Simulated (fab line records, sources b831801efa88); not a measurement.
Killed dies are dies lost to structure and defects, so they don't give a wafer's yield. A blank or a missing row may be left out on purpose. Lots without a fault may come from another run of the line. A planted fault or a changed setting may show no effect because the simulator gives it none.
Problem report in the 8D (eight disciplines) form, filled by code | flow sky130 | the parts of the form that need people (team, actions taken, sign-off) are left out

1. THE PROBLEM
run_length_s at SKY_SONOS_ONO_WET_ETCH_16 reads a mean of 193 s on 6 wafers of 2 lots; wafers without a fault read 308 s with a standard deviation of 3.3. That is -35 standard deviations from the usual mean.
The step: etches SiO2 in dHF, target depth 14 nm, time 280 s.
First seen on wafer L409.2, day 14 02:58, on wet_bench-04. The record holds 42 wafers of 14 lots with a number at this step. Rule for "out", or "out of limits": more than 4 standard deviations from the usual mean. The other wafers with a number count as sound.

2. WHAT IT IS AND WHAT IT IS NOT
question                    | is                     | is not
which readings at this step | run_length_s           | -
which lots                  | L409, L410             | L404, L405, L407, L408, L418, L419, L421, L422, L423, L425, L426, L427
which wafers of those lots  | all that have a number | -
read on which tools         | wet_bench-04           | wet_bench-01, wet_bench-03
when                        | from day 14 02:58      | up to then (12 sound wafers); but 24 sound wafers of L418, L419, L421, L422, L423, L425, L426, L427 came after

3. SUSPECTS, AND WHAT RULES EACH OUT
Counting: a tool at a process step up to the reading stays a suspect if it ran every lot that is out and no sound lot after the first of them.
- wet_bench-04 at SKY_SONOS_ONO_WET_ETCH_16 (etches SiO2 in dHF, target depth 14 nm, time 280 s): ruled out as a lasting fault. Sound lots L418, L419 ran on it after its first lot that is out, L409 (day 14 02:58).
Left after counting: nothing in the record.

4. THE CAUSE (what the simulator had put in)
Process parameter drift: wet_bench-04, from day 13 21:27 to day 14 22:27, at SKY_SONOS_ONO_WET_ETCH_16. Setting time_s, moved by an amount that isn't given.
Counting ruled it out, wrongly.

5. THE CHAIN OF EFFECTS, in route order
Each row: a reading whose mean over the struck wafers that have a number lies more than 3 standard deviations from the usual. Only readings for which the record gives a usual standard deviation are gone through. hours: the time from each lot's start at the first step in this table that gives one to its start at this step, as a median over the lots. sigmas: the change in usual standard deviations.
hours | step                      | reading      | usual | on struck wafers | change | sigmas
0     | SKY_SONOS_ONO_WET_ETCH_16 | run_length_s | 308 s | 193              | -115   | -35
The process steps in it:
- SKY_SONOS_ONO_WET_ETCH_16: etches SiO2 in dHF, target depth 14 nm, time 280 s.

6. WHAT WOULD HAVE CAUGHT IT SOONER
In this record the first reading out of limits was taken at day 14 02:58, 6 hours after the fault began at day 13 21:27.
